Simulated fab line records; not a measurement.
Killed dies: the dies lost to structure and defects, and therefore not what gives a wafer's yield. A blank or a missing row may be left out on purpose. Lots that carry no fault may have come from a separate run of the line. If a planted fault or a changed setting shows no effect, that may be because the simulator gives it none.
fab line records	flow gf180mcu
record lots=7	wafers=21	last-day=34
route steps=602 shown DNWELL@32 NWELL@42 LVPWELL@54 MVSD@66 MVPSD@89 VT_IMPLANT@100
lots with no fault: from the same line, run without faults
start-h: hours from the record's opening day to when the first of the lot's shown wafers began	wait-h: hours from the lot's prior step to this one	" repeats the value in the row above	L1.1+2: a row that stands for several wafers	- either no value or no given start	* or withheld: withheld	< > ~ a bound
route shown NAME@n: NAME is a module with steps in the file, n the number in the route of the first one	usual: mean and standard deviation over wafers with no fault	same: alike in all rows	chamber/n: place in a boat	sites: per-site readings	_std_site: their standard deviation	_edge_site: mean of outer sites minus mean of inner sites	radius-mm: for every site, how far away it sits from the centre of the wafer	mask NAME#n: copy n	behind: the most recent tool/chamber to have shaped the wafer	hold: why the lot was held/for how many hours/how that ended	device: names the non-switching transistor (n, p or np)	end of line: at the end of the route, the tests of the same wafers	where a step has no rows: the recipe by itself	killed: count of dies lost to structure and defects at first sort (not the wafer's yield)	map: the dies of a wafer, with x for killed, . for not killed, _ for no die there
set.NAME: the run value of the setting; set.NAME@STEP: its run value at that earlier step	model.NAME: the simulator's own value behind a step, which no gauge read
certain route steps with their lots: each step a table, each wafer a row
services: when a tool's chamber went out of use (start-h, in hours from the record's first day, below 0 if earlier), for how many hours, and the reason
## steps
# step GF_DNWELL_DEHYDRATE_00
# recipe temp-c=200	time-s=60
# step GF_DNWELL_HMDS_01
# recipe prime-time-s=60	prime-temp-c=120
# step GF_DNWELL_COAT_02
# recipe spin-rpm=2000	resist-thk-nm=3000
# step GF_DNWELL_SOFTBAKE_03
# recipe temp-c=110	time-s=withheld
# step GF_DNWELL_EXPOSE_04
# recipe mask-id=DNWELL	target-cd-nm=1700	na=0.6	source-shape=conventional	sigma-outer=0.6	dose-mj=260
# step GF_DNWELL_PEB_05
# recipe temp-c=115	time-s=withheld
# step GF_DNWELL_DEVELOP_06
# recipe wall-angle-deg=90	develop-time-s=60	dev-temp-c=23
# step GF_DNWELL_IMPLANT_07
# recipe species=P	energy-kev=1500	dose-cm2=1e+13	tilt-deg=0
# step GF_DNWELL_STRIP_08
# recipe chemistry=O2/N2	power-w=1400	pressure-mtorr=1500	platen-temp-c=250	o2-flow-sccm=3000	n2-flow-sccm=300	overash-fraction=0.5
# usual drypump-motor-current-A=5.5/0.34	heater-power-w=339/42	o2-flow-sccm=3000/9.1	oes-product-au=0.723/0.0044	strip-time-to-endpoint-s=37.01/0.099
lot.wafer	tool	chamber	start-h	wait-h	drypump-motor-current-A	heater-power-w	o2-flow-sccm	oes-product-au	rf-hours-counter-h	strip-time-to-endpoint-s
L335.3	plasma-asher-04	0	52.10	0.1	5.2	334	3006	0.721	-	36.97
L335.4	"	1	"	"	6.1	269	2996	0.726	-	37.01
L335.5	"	0	"	"	5.2	331	3011	0.721	-	36.86
L341.1	plasma-asher-04	1	85.04	0.1	6.0	269	3005	0.724	43	37.01
L341.2	"	0	"	"	5.3	328	3003	0.731	43	36.88
L341.4	"	0	"	"	5.2	321	2994	0.727	-	36.98
L344.2	plasma-asher-04	0	101.50	0.1	5.3	329	3002	0.720	45	37.13
L344.3	"	0	"	"	5.3	332	2999	0.723	-	37.14
L344.4	"	1	"	"	6.0	265	2998	0.729	-	37.10
L345.4	plasma-asher-04	0	105.57	0.1	5.2	327	2994	0.727	-	37.12
L345.5	"	0	"	"	5.3	330	2998	0.718	-	37.01
L345.6	"	1	"	"	6.1	268	2991	0.726	-	37.06
L346.1	plasma-asher-04	0	111.29	0.1	5.2	340	3007	0.728	46	36.84
L346.2	"	1	"	"	6.1	275	2990	0.724	46	36.92
L346.4	"	1	"	"	6.1	264	2988	0.718	-	36.97
L355.2	plasma-asher-02	0	158.74	0.1	5.0	312	2989	0.721	52	37.04
L355.3	"	0	"	"	5.0	309	2992	0.727	-	37.04
L355.5	"	0	"	"	5.0	306	2992	0.720	-	37.05
L356.1	plasma-asher-04	1	163.85	0.1	6.0	273	3007	0.733	52	36.80
L356.2	"	0	"	"	5.3	329	2985	0.718	52	37.04
L356.3	"	0	"	"	5.2	324	2999	0.716	-	36.95
# step GF_DNWELL_TW_MEAS_09
# usual DNWELL_TW=1341/9
lot.wafer	tool	chamber	start-h	wait-h	DNWELL_TW
L335.3	film-metro-01	-	52.19	0.1	1328
L335.4	"	-	"	"	1333
L335.5	"	-	"	"	1330
L341.1	film-metro-04	-	85.14	0.1	1336
L341.2	"	-	"	"	1334
L341.4	"	-	"	"	1331
L344.2	film-metro-03	-	101.61	0.1	1330
L344.3	"	-	"	"	1334
L344.4	"	-	"	"	1340
L345.4	film-metro-01	-	105.67	0.1	1342
L345.5	"	-	"	"	1342
L345.6	"	-	"	"	1350
L346.1	film-metro-04	-	111.39	0.1	1353
L346.2	"	-	"	"	1348
L346.4	"	-	"	"	1345
L355.2	film-metro-04	-	158.85	0.1	1330
L355.3	"	-	"	"	1333
L355.5	"	-	"	"	1333
L356.1	film-metro-01	-	163.95	0.1	1348
L356.2	"	-	"	"	1344
L356.3	"	-	"	"	1339
# step GF_NWELL_DEHYDRATE_00
# recipe temp-c=200	time-s=60
# step GF_NWELL_HMDS_01
# recipe prime-time-s=60	prime-temp-c=120
# step GF_NWELL_COAT_02
# recipe spin-rpm=2000	resist-thk-nm=3000
# usual chill-plate-temp-C=23.03/0.11	dispense-pressure-kPa=49/3.2
lot.wafer	tool	chamber	start-h	wait-h	chill-plate-temp-C	dispense-pressure-kPa
L335.3	litho-track-04	0	58.33	0.1	22.94	48
L335.4	"	0	"	"	23.00	48
L335.5	"	0	"	"	22.94	48
L341.1	litho-track-01	0	90.67	0.1	23.12	46
L341.2	"	0	"	"	23.04	46
L341.4	"	0	"	"	23.15	46
L344.2	litho-track-01	-	108.90	0.1	-	-
L344.3	"	-	"	"	-	-
L344.4	"	-	"	"	-	-
L345.4	litho-track-02	-	113.22	0.1	-	-
L345.5	"	-	"	"	-	-
L345.6	"	-	"	"	-	-
L346.1	litho-track-01	-	117.87	0.1	-	-
L346.2	"	-	"	"	-	-
L346.4	"	-	"	"	-	-
L355.2	litho-track-01	0	166.44	0.1	23.09	46
L355.3	"	0	"	"	23.11	46
L355.5	"	0	"	"	22.95	47
L356.1	litho-track-04	0	171.43	0.1	23.01	48
L356.2	"	0	"	"	22.97	48
L356.3	"	0	"	"	23.07	48
# step GF_NWELL_SOFTBAKE_03
# recipe temp-c=110	time-s=withheld
# step GF_NWELL_EXPOSE_04
# recipe mask-id=Nwell	target-cd-nm=860	na=0.6	source-shape=conventional	sigma-outer=0.6	dose-mj=260
# step GF_NWELL_PEB_05
# recipe temp-c=115	time-s=withheld
# step GF_NWELL_DEVELOP_06
# recipe wall-angle-deg=90	develop-time-s=60	dev-temp-c=23
# step GF_NWELL_OVL_MEAS_07
# usual NWELL_OVL=0.0/1.8
lot.wafer	tool	chamber	start-h	wait-h	NWELL_OVL[nm]
L335.3	overlay-02	-	64.69	-	-1.8
L335.4	"	-	"	"	0.3
L335.5	"	-	"	"	-1.3
L341.1	overlay-01	-	97.94	-	-0.2
L341.2	"	-	"	"	-0.2
L341.4	"	-	"	"	1.9
L344.2	overlay-01	-	116.15	-	-
L344.3	"	-	"	"	-
L344.4	"	-	"	"	-
L345.4	overlay-02	-	119.96	-	-
L345.5	"	-	"	"	-
L345.6	"	-	"	"	-
L346.1	overlay-01	-	125.83	-	-
L346.2	"	-	"	"	-
L346.4	"	-	"	"	-
L355.2	overlay-01	-	174.78	-	-0.6
L355.3	"	-	"	"	-1.7
L355.5	"	-	"	"	-2.3
L356.1	overlay-02	-	180.48	-	-0.8
L356.2	"	-	"	"	0.0
L356.3	"	-	"	"	-0.6
# step GF_NWELL_IMPLANT_08
# recipe species=P	energy-kev=450	dose-cm2=1.5e+13	tilt-deg=0
# step GF_NWELL_IMPLANT_09
# recipe species=P	energy-kev=160	dose-cm2=4e+12	tilt-deg=0
# step GF_NWELL_STRIP_10
# recipe chemistry=O2/N2	power-w=1400	pressure-mtorr=1500	platen-temp-c=250	o2-flow-sccm=3000	n2-flow-sccm=300	overash-fraction=0.5
# usual drypump-motor-current-A=5.5/0.33	heater-power-w=338/58	o2-flow-sccm=3001/9.4	oes-product-au=0.723/0.0047	strip-time-to-endpoint-s=37.01/0.094
lot.wafer	tool	chamber	start-h	wait-h	drypump-motor-current-A	heater-power-w	o2-flow-sccm	oes-product-au	rf-hours-counter-h	strip-time-to-endpoint-s
L335.3	plasma-asher-03	0	65.05	0.1	5.4	282	3010	0.715	-	37.03
L335.4	"	1	"	"	5.9	428	2999	0.723	-	37.04
L335.5	"	1	"	"	5.9	444	3014	0.724	-	37.02
L341.1	plasma-asher-03	1	98.28	0.1	5.9	435	2980	0.716	28	37.04
L341.2	"	0	"	"	5.4	280	3011	0.729	28	37.08
L341.4	"	1	"	"	5.8	438	2997	0.720	-	36.98
L344.2	plasma-asher-02	1	116.48	0.1	5.6	352	2992	-	47	-
L344.3	"	1	"	"	5.6	350	2993	-	-	-
L344.4	"	0	"	"	5.0	308	2998	-	-	-
L345.4	plasma-asher-04	0	120.31	0.1	5.2	320	3002	-	-	-
L345.5	"	1	"	"	6.1	274	3006	-	-	-
L345.6	"	0	"	"	5.2	333	3009	-	-	-
L346.1	plasma-asher-02	1	126.17	0.1	5.6	344	2994	-	48	-
L346.2	"	0	"	"	5.0	307	2996	-	48	-
L346.4	"	1	"	"	5.6	360	2986	-	-	-
L355.2	plasma-asher-04	0	175.11	0.1	5.2	328	2997	0.723	53	37.08
L355.3	"	0	"	"	5.3	333	2999	0.719	-	36.97
L355.5	"	1	"	"	6.1	270	3014	0.716	-	37.01
L356.1	plasma-asher-03	0	180.81	0.1	5.4	280	3009	0.717	37	37.08
L356.2	"	1	"	"	5.9	443	2998	0.727	37	36.99
L356.3	"	1	"	"	5.9	439	2997	0.726	-	37.14
# step GF_NWELL_TW_MEAS_11
# usual NWELL_TW=1564/10
lot.wafer	tool	chamber	start-h	wait-h	NWELL_TW
L335.3	film-metro-03	-	65.14	0.1	1555
L335.4	"	-	"	"	1556
L335.5	"	-	"	"	1549
L341.1	film-metro-02	-	98.38	0.1	1565
L341.2	"	-	"	"	1559
L341.4	"	-	"	"	1563
L344.2	film-metro-03	-	116.59	0.1	1553
L344.3	"	-	"	"	1551
L344.4	"	-	"	"	1546
L345.4	film-metro-03	-	120.41	0.1	1568
L345.5	"	-	"	"	1566
L345.6	"	-	"	"	1559
L346.1	film-metro-02	-	126.27	0.1	1569
L346.2	"	-	"	"	1572
L346.4	"	-	"	"	1571
L355.2	film-metro-02	-	175.21	0.1	1571
L355.3	"	-	"	"	1573
L355.5	"	-	"	"	1571
L356.1	film-metro-04	-	180.91	0.1	1556
L356.2	"	-	"	"	1554
L356.3	"	-	"	"	1567
# step GF_LVPWELL_DEHYDRATE_00
# recipe temp-c=200	time-s=60
# step GF_LVPWELL_HMDS_01
# recipe prime-time-s=60	prime-temp-c=120
# step GF_LVPWELL_COAT_02
# recipe spin-rpm=2000	resist-thk-nm=3000
# step GF_LVPWELL_SOFTBAKE_03
# recipe temp-c=110	time-s=withheld
# step GF_LVPWELL_EXPOSE_04
# recipe mask-id=LVPWELL	target-cd-nm=600	na=0.6	source-shape=conventional	sigma-outer=0.6	dose-mj=260
# step GF_LVPWELL_PEB_05
# recipe temp-c=115	time-s=withheld
# step GF_LVPWELL_DEVELOP_06
# recipe wall-angle-deg=90	develop-time-s=60	dev-temp-c=23
# step GF_LVPWELL_OVL_MEAS_07
# usual LVPWELL_OVL=1.0/1.2
lot.wafer	tool	chamber	start-h	wait-h	LVPWELL_OVL[nm]
L335.3	overlay-01	-	77.81	-	-0.8
L335.4	"	-	"	"	-0.1
L335.5	"	-	"	"	-0.8
L341.1	overlay-02	-	113.05	-	1.1
L341.2	"	-	"	"	3.3
L341.4	"	-	"	"	3.6
L344.2	overlay-02	-	131.15	-	1.9
L344.3	"	-	"	"	0.5
L344.4	"	-	"	"	1.9
L345.4	overlay-02	-	135.26	-	-0.4
L345.5	"	-	"	"	0.3
L345.6	"	-	"	"	0.5
L346.1	overlay-01	-	141.14	-	2.0
L346.2	"	-	"	"	-0.4
L346.4	"	-	"	"	-0.4
L355.2	overlay-02	-	191.20	-	1.2
L355.3	"	-	"	"	1.4
L355.5	"	-	"	"	1.0
L356.1	overlay-02	-	197.40	-	2.1
L356.2	"	-	"	"	2.5
L356.3	"	-	"	"	2.4
# step GF_LVPWELL_IMPLANT_08
# recipe species=B	energy-kev=170	dose-cm2=1.5e+13	tilt-deg=0
# step GF_LVPWELL_IMPLANT_09
# recipe species=B	energy-kev=60	dose-cm2=5e+12	tilt-deg=0
# step GF_LVPWELL_STRIP_10
# recipe chemistry=O2/N2	power-w=1400	pressure-mtorr=1500	platen-temp-c=250	o2-flow-sccm=3000	n2-flow-sccm=300	overash-fraction=0.5
# usual drypump-motor-current-A=5.60/0.3	heater-power-w=349/60	o2-flow-sccm=2999/9.9	oes-product-au=0.722/0.0043	strip-time-to-endpoint-s=36.97/0.094
lot.wafer	tool	chamber	start-h	wait-h	drypump-motor-current-A	heater-power-w	o2-flow-sccm	oes-product-au	rf-hours-counter-h	strip-time-to-endpoint-s
L335.3	plasma-asher-04	0	78.17	0.1	5.23	332	3000	0.715	-	37.13
L335.4	"	1	"	"	6.02	272	2995	0.724	-	37.01
L335.5	"	0	"	"	5.22	339	2997	0.731	-	37.04
L341.1	plasma-asher-04	1	113.39	0.1	6.07	273	2990	0.725	46	36.97
L341.2	"	0	"	"	5.23	327	2997	0.713	46	36.97
L341.4	"	1	"	"	6.08	268	2994	0.721	-	36.90
L344.2	plasma-asher-01	1	131.48	0.1	5.33	383	3005	0.724	1	36.93
L344.3	"	1	"	"	5.33	391	3012	0.719	-	36.89
L344.4	"	0	"	"	5.77	364	2993	0.733	-	36.85
L345.4	plasma-asher-03	0	135.61	0.1	5.39	279	2997	0.714	-	37.02
L345.5	"	1	"	"	5.89	436	3010	0.725	-	37.06
L345.6	"	0	"	"	5.38	278	2990	0.720	-	37.07
L346.1	plasma-asher-04	0	141.48	0.1	5.25	334	3016	0.716	50	37.11
L346.2	"	1	"	"	6.07	270	2994	0.720	50	37.13
L346.4	"	0	"	"	5.22	336	3004	0.722	-	37.01
L355.2	plasma-asher-01	0	191.53	0.1	5.66	363	2992	0.720	7	37.08
L355.3	"	0	"	"	5.72	364	3012	0.724	-	37.11
L355.5	"	0	"	"	5.68	368	2986	0.718	-	37.05
L356.1	plasma-asher-01	0	197.73	0.1	5.68	361	3010	0.721	8	36.92
L356.2	"	1	"	"	5.33	387	2985	0.726	8	37.00
L356.3	"	0	"	"	5.69	371	3003	0.720	-	36.95
# step GF_LVPWELL_TW_MEAS_11
# usual LVPWELL_TW=556/4
lot.wafer	tool	chamber	start-h	wait-h	LVPWELL_TW
L335.3	film-metro-02	-	78.26	0.1	561
L335.4	"	-	"	"	561
L335.5	"	-	"	"	563
L341.1	film-metro-03	-	113.49	0.1	552
L341.2	"	-	"	"	551
L341.4	"	-	"	"	553
L344.2	film-metro-03	-	131.59	0.1	1576
L344.3	"	-	"	"	1587
L344.4	"	-	"	"	1581
L345.4	film-metro-02	-	135.71	0.1	1598
L345.5	"	-	"	"	1595
L345.6	"	-	"	"	1593
L346.1	film-metro-04	-	141.58	0.1	1580
L346.2	"	-	"	"	1581
L346.4	"	-	"	"	1576
L355.2	film-metro-03	-	191.64	0.1	555
L355.3	"	-	"	"	555
L355.5	"	-	"	"	556
L356.1	film-metro-03	-	197.83	0.1	552
L356.2	"	-	"	"	549
L356.3	"	-	"	"	552
# step GF_MVSD_DEHYDRATE_00
# recipe temp-c=200	time-s=60
# step GF_MVSD_HMDS_01
# recipe prime-time-s=60	prime-temp-c=120
# step GF_MVSD_COAT_02
# recipe spin-rpm=2000	resist-thk-nm=3000
# step GF_MVSD_SOFTBAKE_03
# recipe temp-c=110	time-s=withheld
# step GF_MVSD_EXPOSE_04
# recipe mask-id=MVSD	target-cd-nm=1000	na=0.6	source-shape=conventional	sigma-outer=0.6	dose-mj=260
# step GF_MVSD_PEB_05
# recipe temp-c=115	time-s=withheld
# step GF_MVSD_DEVELOP_06
# recipe wall-angle-deg=90	develop-time-s=60	dev-temp-c=23
# step GF_MVSD_OVL_MEAS_07
# usual MVSD_OVL=0.6/1.2
lot.wafer	tool	chamber	start-h	wait-h	MVSD_OVL[nm]
L335.3	overlay-01	-	90.34	-	-0.8
L335.4	"	-	"	"	0.4
L335.5	"	-	"	"	0.2
L341.1	overlay-02	-	127.87	-	-1.0
L341.2	"	-	"	"	-0.5
L341.4	"	-	"	"	0.6
L344.2	overlay-01	-	146.73	-	2.1
L344.3	"	-	"	"	1.5
L344.4	"	-	"	"	0.0
L345.4	overlay-01	-	151.39	-	1.3
L345.5	"	-	"	"	-0.5
L345.6	"	-	"	"	0.4
L346.1	overlay-02	-	157.15	-	3.1
L346.2	"	-	"	"	2.3
L346.4	"	-	"	"	1.2
L355.2	overlay-02	-	209.32	-	-2.0
L355.3	"	-	"	"	-1.5
L355.5	"	-	"	"	0.4
L356.1	overlay-01	-	215.77	-	0.0
L356.2	"	-	"	"	1.1
L356.3	"	-	"	"	-0.5
# step GF_MVSD_TW_MEAS_11
# usual MVSD_TW=1567/11
lot.wafer	tool	chamber	start-h	wait-h	MVSD_TW
L335.3	film-metro-02	-	90.79	0.1	1583
L335.4	"	-	"	"	1582
L335.5	"	-	"	"	1588
L341.1	film-metro-03	-	128.31	0.1	1563
L341.2	"	-	"	"	1571
L341.4	"	-	"	"	1566
L344.2	film-metro-03	-	147.17	0.1	1941
L344.3	"	-	"	"	1943
L344.4	"	-	"	"	1938
L345.4	film-metro-04	-	151.84	0.1	1937
L345.5	"	-	"	"	1946
L345.6	"	-	"	"	1943
L346.1	film-metro-02	-	157.59	0.1	1959
L346.2	"	-	"	"	1968
L346.4	"	-	"	"	1974
L355.2	film-metro-03	-	209.76	0.1	1547
L355.3	"	-	"	"	1557
L355.5	"	-	"	"	1558
L356.1	film-metro-04	-	216.20	0.1	1564
L356.2	"	-	"	"	1556
L356.3	"	-	"	"	1578
# step GF_MVPSD_TW_MEAS_11
# usual MVPSD_TW=550/4
lot.wafer	tool	chamber	start-h	wait-h	MVPSD_TW
L335.3	film-metro-03	-	105.15	0.1	549
L335.4	"	-	"	"	549
L335.5	"	-	"	"	547
L341.1	film-metro-02	-	144.16	0.1	553
L341.2	"	-	"	"	557
L341.4	"	-	"	"	555
L344.2	film-metro-04	-	163.10	0.1	1568
L344.3	"	-	"	"	1573
L344.4	"	-	"	"	1569
L345.4	film-metro-02	-	168.02	0.1	1591
L345.5	"	-	"	"	1591
L345.6	"	-	"	"	1600
L346.1	film-metro-02	-	173.44	0.1	1591
L346.2	"	-	"	"	1597
L346.4	"	-	"	"	1587
L355.2	film-metro-03	-	227.66	0.1	546
L355.3	"	-	"	"	548
L355.5	"	-	"	"	546
L356.1	film-metro-03	-	234.68	0.1	546
L356.2	"	-	"	"	544
L356.3	"	-	"	"	546
# step GF_VT_IMPLANT_TW_MEAS_10
# usual VT_IMPLANT_TW=561/4.5
lot.wafer	tool	chamber	start-h	wait-h	VT_IMPLANT_TW
L335.3	film-metro-01	-	119.60	0.1	561
L335.4	"	-	"	"	563
L335.5	"	-	"	"	559
L341.1	film-metro-01	-	159.48	0.1	562
L341.2	"	-	"	"	558
L341.4	"	-	"	"	561
L344.2	film-metro-01	-	179.51	0.1	1582
L344.3	"	-	"	"	1579
L344.4	"	-	"	"	1586
L345.4	film-metro-02	-	184.48	0.1	1588
L345.5	"	-	"	"	1592
L345.6	"	-	"	"	1592
L346.1	film-metro-03	-	190.05	0.1	1580
L346.2	"	-	"	"	1589
L346.4	"	-	"	"	1580
L355.2	film-metro-02	-	246.31	0.1	572
L355.3	"	-	"	"	569
L355.5	"	-	"	"	572
L356.1	film-metro-03	-	254.06	0.1	558
L356.2	"	-	"	"	559
L356.3	"	-	"	"	561
# step GF_VT_IMPLANT_TW_MEAS_21
# usual VT_IMPLANT_2_TW=1212/9.3
lot.wafer	tool	chamber	start-h	wait-h	VT_IMPLANT_2_TW
L335.3	film-metro-01	-	134.73	0.1	1217
L335.4	"	-	"	"	1212
L335.5	"	-	"	"	1214
L341.1	film-metro-01	-	175.35	0.1	1213
L341.2	"	-	"	"	1209
L341.4	"	-	"	"	1209
L344.2	film-metro-02	-	196.22	0.1	1774
L344.3	"	-	"	"	1771
L344.4	"	-	"	"	1778
L345.4	film-metro-03	-	201.74	0.1	1749
L345.5	"	-	"	"	1750
L345.6	"	-	"	"	1748
L346.1	film-metro-03	-	207.43	0.1	1747
L346.2	"	-	"	"	1735
L346.4	"	-	"	"	1744
L355.2	film-metro-01	-	264.63	0.1	1205
L355.3	"	-	"	"	1203
L355.5	"	-	"	"	1207
L356.1	film-metro-01	-	273.47	0.1	1207
L356.2	"	-	"	"	1213
L356.3	"	-	"	"	1208
# step GF_VT_IMPLANT_TW_MEAS_32
# usual VT_IMPLANT_3_TW=267.0/1.5
lot.wafer	tool	chamber	start-h	wait-h	VT_IMPLANT_3_TW
L335.3	film-metro-01	-	150.55	0.1	267.6
L335.4	"	-	"	"	267.0
L335.5	"	-	"	"	266.9
L341.1	film-metro-01	-	191.88	0.1	264.8
L341.2	"	-	"	"	267.9
L341.4	"	-	"	"	266.0
L344.2	film-metro-03	-	213.66	0.1	1553.6
L344.3	"	-	"	"	1544.6
L344.4	"	-	"	"	1553.9
L345.4	film-metro-01	-	219.18	0.1	1570.5
L345.5	"	-	"	"	1570.4
L345.6	"	-	"	"	1565.0
L346.1	film-metro-01	-	225.56	0.1	1564.2
L346.2	"	-	"	"	1575.2
L346.4	"	-	"	"	1567.9
L355.2	film-metro-03	-	284.13	0.1	267.2
L355.3	"	-	"	"	267.9
L355.5	"	-	"	"	267.9
L356.1	film-metro-03	-	292.42	0.1	266.3
L356.2	"	-	"	"	266.3
L356.3	"	-	"	"	265.3
## services
tool	chamber	start-h	hours	kind
plasma-asher-02	-	39.47	2.4	repair
plasma-asher-01	-	108.75	9.0	pm
plasma-asher-01	0	108.75	9.0	vent-cycle
plasma-asher-01	1	108.75	9.0	vent-cycle
plasma-asher-01	0	117.75	-	clean
plasma-asher-01	1	117.75	-	clean
plasma-asher-02	-	119.87	2.3	repair
plasma-asher-01	-	158.45	2.0	repair
plasma-asher-04	-	177.88	0.7	repair
## key
first-sign step=GF_NWELL_COAT_02	reading=tool-record	direction=missing
effect step=GF_NWELL_OVL_MEAS_07	reading=NWELL_OVL	direction=missing
effect step=GF_LVPWELL_TW_MEAS_11	reading=LVPWELL_TW	direction=up	sigmas=99+	usual=556	struck=1585
effect step=GF_MVSD_TW_MEAS_11	reading=MVSD_TW	direction=up	sigmas=36	usual=1567	struck=1950
effect step=GF_MVPSD_TW_MEAS_11	reading=MVPSD_TW	direction=up	sigmas=99+	usual=550	struck=1585
effect step=GF_VT_IMPLANT_TW_MEAS_10	reading=VT_IMPLANT_TW	direction=up	sigmas=99+	usual=561	struck=1585
effect step=GF_VT_IMPLANT_TW_MEAS_21	reading=VT_IMPLANT_2_TW	direction=up	sigmas=59	usual=1212	struck=1755
effect step=GF_VT_IMPLANT_TW_MEAS_32	reading=VT_IMPLANT_3_TW	direction=up	sigmas=99+	usual=267.0	struck=1562.8
met-at GF_NWELL_COAT_02
struck-wafers L344.2,L344.3,L344.4,L345.4,L345.5,L345.6,L346.1,L346.2,L346.4
sort-left-out L344.2,L344.3,L344.4,L345.4,L345.5,L345.6,L346.1,L346.2,L346.4
tester-left-out L344,L345,L346
onset-between 90.67 108.90
fault kind=skipped-step-whole	tool=litho-track-01,litho-track-02	chamber=-	onset-h=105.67	steps=GF_NWELL_COAT_02	scope=struck-lots-only
# tester-left-out: of these lots the tester's yield and bins aren't shown, on N5 and GAA mostly nor the transistor test; their killed dies are dies lost to structure and defects alone, not to doping, threshold or leakage, so they don't give the yield
# sort-left-out: the simulated sort isn't trusted on such a fault, so these wafers' sort isn't shown, and their yield isn't known
